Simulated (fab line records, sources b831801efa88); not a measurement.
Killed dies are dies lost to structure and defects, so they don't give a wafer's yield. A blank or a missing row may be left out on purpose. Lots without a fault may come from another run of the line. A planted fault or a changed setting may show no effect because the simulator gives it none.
Chamber matching | flow gf180mcu | GF_MIM_CVD_05 on pecvd-03: 3 sister chambers
The step deposits Si3N4, target thk 42 nm, time 29.086 s. 6 wafers are shown with their chamber, then 7 later ones without.

WAFERS WITH THEIR CHAMBER
wafer  | chamber | heater_power_w (W)
L646.2 | 0       | 886
L647.6 | 1       | 792
L655.3 | 1       | 789
L655.6 | 2       | 714
L656.2 | 0       | 748
L656.3 | 2       | 724

WAFERS WITHOUT THEIR CHAMBER
wafer  | heater_power_w (W)
L656.5 | 722
L659.1 | 862
L659.3 | 643
L659.5 | 641
L662.1 | 783
L662.2 | 616
L662.4 | 634

WHICH CHAMBER EACH WENT THROUGH
wafer  | from the rows above          | in truth
L656.5 | can't be placed: 2 or 1 or 0 | 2
L659.1 | can't be placed: 0 or 1 or 2 | 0
L659.3 | can't be placed: 2 or 1 or 0 | 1
L659.5 | can't be placed: 2 or 1 or 0 | 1
L662.1 | can't be placed: 1 or 0 or 2 | 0
L662.2 | can't be placed: 2 or 1 or 0 | 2
L662.4 | can't be placed: 2 or 1 or 0 | 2
Placed correctly: 0 of 7. Can't be placed from these rows: 7 (the true chamber is among the candidates in 7). Placed wrongly: 0.
How it was worked out, from the rows above alone: a wafer's distance from a chamber is the root of the sum, over the readings, of the square of ((its reading less the chamber's mean) divided by the reading's scatter). The wafer belongs to the nearest chamber; if the next one is less than 2 further off, it can't be placed. A chamber's mean is the mean of its shown wafers. The scatter: the root of (the sum of the squares of (reading less its chamber's mean) over the shown wafers, divided by (wafers less chambers)).
